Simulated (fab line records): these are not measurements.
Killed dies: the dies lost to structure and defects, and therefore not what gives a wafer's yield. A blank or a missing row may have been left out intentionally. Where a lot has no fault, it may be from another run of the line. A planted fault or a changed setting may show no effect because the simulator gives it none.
Problem report, 8D (eight disciplines) form, completed by code || flow sky130 || the parts of the form that need people (team, actions taken, sign-off) are left out

## 1. PROBLEM STATEMENT
Wafers free of any fault read 196.3 (standard deviation 1.8) for SONOS_TUNNEL_TW at SKY_SONOS_TUNNEL_TW_MEAS_12, against a mean of 182.8 on 6 wafers of 2 lots. That puts it -7.5 standard deviations away from the usual mean.
The first sign was on wafer L921.1 at day 12 01:20, on filmMetro-01. At this step, 39 wafers from 13 lots have a number in the record. Rule for "out", or "out of limits": more than 4 standard deviations from the usual mean. The other wafers with a number count as sound.

## 2. WHAT IT IS; WHAT IT IS NOT
{"question": "which readings at this step", "is": "SONOS_TUNNEL_TW", "is not": "-"}
{"question": "which lots", "is": "L921, L922", "is not": "L919, L920, L931, L932, L935, L937, L938, L939, L940, L941, L942"}
{"question": "which wafers of those lots", "is": "all that have a number", "is not": "-"}
{"question": "read on which gauges", "is": "filmMetro-01, filmMetro-03", "is not": "filmMetro-02"}
{"question": "when", "is": "from day 12 01:20", "is not": "up to then (6 sound wafers); but 27 sound wafers of L931, L932, L935, L937, L938, L939, L940, L941, L942 came after"}

## 3. SUSPECTS, AND WHAT RULES EACH OUT
Counting: a tool at any process step up to the reading remains a suspect when it ran all the lots that are out and ran no sound lot after the first of those.
- the gauge at SKY_SONOS_TUNNEL_TW_MEAS_12 has been ruled out. The wafers that are out were read on 2 gauges (filmMetro-01, filmMetro-03).
- implanter-01 at SKY_SONOS_TUNNEL_IMPLANT_09: ruled out as a lasting fault. Following L921 (day 12 00:55), the first lot on it that is out, the sound lots L935 were run on it.
Left after counting: nothing in the record.

## 4. THE CAUSE (what the simulator had put in)
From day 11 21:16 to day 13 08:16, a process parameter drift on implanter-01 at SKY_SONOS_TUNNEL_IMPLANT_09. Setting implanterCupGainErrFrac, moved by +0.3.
It was ruled out by counting, in error; the rule expects a fault to strike all lots run on its tool from its start on, and this fault did not.

## 5. SEQUENCE OF EFFECTS, ordered by route
Each row: a reading whose mean over the struck wafers that have a number lies more than 3 standard deviations from the usual. Only readings for which the record gives a usual standard deviation are gone through. hours: the time from each lot's start at the first step in this table that gives one to its start at this step, as a median over the lots. sigmas: the change in usual standard deviations.
{"hours": 0, "step": "SKY_SONOS_TUNNEL_IMPLANT_09", "reading": "beamOnS", "usual": "10.01 s", "on struck wafers": 7.77, "change": -2.24, "sigmas": -12}
{"hours": 0, "step": "SKY_SONOS_TUNNEL_IMPLANT_09", "reading": "faradayCurrentUA", "usual": 5.64, "on struck wafers": 7.28, "change": "+1.64", "sigmas": "+15"}
{"hours": 0, "step": "SKY_SONOS_TUNNEL_TW_MEAS_12", "reading": "SONOS_TUNNEL_TW", "usual": 196.3, "on struck wafers": 182.8, "change": -13.5, "sigmas": -7.5}
Process steps it contains:
- SKY_SONOS_TUNNEL_IMPLANT_09
Later steps that measure or inspect, where all struck wafers having a row at the step show a number for every such reading and not one has moved that far: SKY_SD_N_CD_MEAS_07.

## 6. WHAT WOULD HAVE CAUGHT IT SOONER
Counted from the fault's start at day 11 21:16, it took 4 hours until the first out-of-limits reading at a measuring or inspecting step in this record, taken at day 12 01:20.
At SKY_SONOS_TUNNEL_IMPLANT_09, the tool's own readings (beamOnS, faradayCurrentUA) were out on each struck wafer the step has a row for, so an alarm limit on them would have fired on the first such wafer.
